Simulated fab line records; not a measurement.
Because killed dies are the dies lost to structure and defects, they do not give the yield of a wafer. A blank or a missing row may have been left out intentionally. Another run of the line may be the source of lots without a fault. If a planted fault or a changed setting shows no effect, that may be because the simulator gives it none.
Code-filled problem report in 8D (eight disciplines) form | flow gf180mcu | the parts of the form that need people (team, actions taken, sign-off) are left out

== 1. THE PROBLEM ==
run_length_s at GF_M4_METAL_ETCH_16 reads a mean of 126.2 s on 3 wafers of 3 lots; wafers without a fault read 132.9 s with a standard deviation of 0.36. Relative to the usual mean, that is a shift of -19 standard deviations.
The step: etches the open film in Cl2/BCl3, stops on SiO2, target depth 627.5 nm, time 104.6 s.
First observed at day 26 15:20: wafer L112.2, on rie_metal-01. The record holds 36 wafers of 12 lots with a number at this step. The rule behind "out" and "out of limits": a value lying over 4 standard deviations away from the usual mean. All remaining wafers that have a number are taken as sound.

== 2. WHAT IT IS; WHAT IT IS NOT ==
question                    | is                           | is not
which readings at this step | run_length_s, oes_product_au | drypump_motor_current_A
which lots                  | L112, L115, L116             | L104, L105, L106, L107, L109, L121, L123, L125, L126
which wafers of those lots  | L112.2, L115.3, L116.3       | L112.1, L112.5, L115.1, L115.4, L116.4, L116.5
read on which tools         | rie_metal-01                 | rie_metal-03, rie_metal-04
when                        | from day 26 15:20            | up to then (17 sound wafers); but 16 sound wafers of L115, L116, L121, L123, L125, L126 came after

== 3. THE SUSPECTS, EACH WITH WHAT RULES IT OUT ==
Counting: any tool at a process step up to the reading remains a suspect provided it ran every lot that is out. Sound lots after the first of them don't rule it out here, since some wafers of a struck lot are sound.
- rie_metal-01 at GF_M4_METAL_ETCH_16 (etches the open film in Cl2/BCl3, stops on SiO2, target depth 627.5 nm, time 104.6 s): kept. It processed each lot that is out (first: L112, day 26 15:20); up to then, its last sound lot is L109 (day 25 11:42). Out on those wafers are its own readings of oes_product_au, run_length_s.
The count leaves rie_metal-01 at GF_M4_METAL_ETCH_16.

== 4. THE CAUSE (what the simulator had put in) ==
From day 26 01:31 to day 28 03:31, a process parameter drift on rie_metal-01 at GF_M4_METAL_ETCH_16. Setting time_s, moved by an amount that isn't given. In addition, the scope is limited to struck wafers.
Counting left only this tool.

== 5. THE CHAIN OF EFFECTS, in route order ==
Each row: a reading where the mean over the struck wafers with a number is more than 3 standard deviations away from the usual. Only readings whose record carries a usual standard deviation are examined. hours: median over the lots of the time between each lot's start at the first step of this table that gives one and its start at this step. sigmas: the change, counted in usual standard deviations.
hours | step                | reading                  | usual      | on struck wafers | change | sigmas
0     | GF_M4_METAL_ETCH_16 | oes_product_au           | 0.971 a.u. | 1.008            | +0.037 | +5.3
0     | GF_M4_METAL_ETCH_16 | run_length_s             | 132.9 s    | 126.2            | -6.7   | -19
0     | GF_M4_METAL_ETCH_16 | throttle_valve_pct       | 28.251 %   | 28.211           | -0.040 | -4.1
0     | GF_M4_STRIP_17      | strip_time_to_endpoint_s | 7.89 s     | 8.06             | +0.17  | +3.3
Process steps it contains:
- GF_M4_METAL_ETCH_16: etches the open film in Cl2/BCl3, stops on SiO2, target depth 627.5 nm, time 104.6 s.
- GF_M4_STRIP_17: strips in O2/N2.

== 6. HOW IT WOULD HAVE BEEN CAUGHT EARLIER ==
The fault began at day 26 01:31; the first out-of-limits reading in this record came at day 26 15:20, 14 hours later.
